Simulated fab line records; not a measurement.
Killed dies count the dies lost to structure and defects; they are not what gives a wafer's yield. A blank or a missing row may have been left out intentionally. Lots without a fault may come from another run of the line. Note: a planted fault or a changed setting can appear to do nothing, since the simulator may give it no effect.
One fault seen from 2 desks ; flow gf180mcu ; each desk has only its own numbers; what lay behind them comes last

## FROM THE METROLOGY DESK
What the gauges read for every lot (on any tool): the sampled wafers with a number, averaged. Marked OUT: a lot whose mean sits more than 4 standard deviations from the usual mean, which makes it out of limits; the brackets give that distance.
Columns: A = STI_CVD_23_THK at GF_STI_THK_MEAS_24, usual 654 nm; B = DUAL_GATE_OXIDATION_00_THK at GF_DUAL_GATE_THK_MEAS_03, usual 10.98 nm; C = CONTACT_BOW at GF_CONTACT_BOW_MEAS_05, usual 66 um
lot;first seen here;A;B;C
L344;day 2 06:29;652;11.06;73
L345;day 2 10:25;649;10.45;65
L346;day 2 16:53;651;10.66;68
L347;day 2 23:43;649;10.60;56
L348;day 3 01:28;653;11.30;75
L349;day 3 05:41;662;10.98;66
L350;day 3 09:58;649;10.73;58
L352;day 3 21:26;653;11.07;68
L358;day 5 04:27;825 (+28) OUT;11.14;73
L360;day 5 14:29;914 (+43) OUT;11.41;68
L363;day 6 05:48;653;11.10;58
L367;day 7 02:38;656;11.45;75
This desk reports L358, L360 out of limits; the earliest was L358 at day 5 04:27 (STI_CVD_23_THK at GF_STI_THK_MEAS_24). Within limits: L344, L345, L346, L347, L348, L349, L350, L352, L363, L367.

## THE TOOL OWNER'S DESK: hdpcvd-01
The tool's own readings at GF_STI_CVD_23 (deposits SiO2, target thk 650 nm, time 108.3 s): means of the sampled wafers that have a number, for each lot that ran on this tool. Marked OUT: a lot whose mean sits more than 4 standard deviations from the usual mean, which makes it out of limits; the brackets give that distance.
Columns: A = sih4-flow-sccm at GF_STI_CVD_23, usual 60.01 sccm
lot;first seen here;A
L344;day 2 06:24;59.79
L347;day 2 23:38;59.81
L358;day 5 04:22;59.68
L360;day 5 14:23;60.26
This desk's verdict: no lot among the 4 shows anything out of limits.

## ALL TOGETHER
Metrology desk: alarm possible at day 5 04:27 on L358, L360.
The tool owner's desk saw nothing out of limits.
Tool owner's desk: L358, L360 on record, inside its limits.
GF_STI_CVD_23 was run on hdpcvd-01 by each of the lots named.

## WHAT THE SIMULATOR PUT IN
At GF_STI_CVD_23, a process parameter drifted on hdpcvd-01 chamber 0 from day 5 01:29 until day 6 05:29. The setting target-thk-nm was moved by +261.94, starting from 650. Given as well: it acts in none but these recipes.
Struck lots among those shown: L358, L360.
Time in hours between the start of the fault and the first out-of-limits reading at each desk: metrology desk, 3.
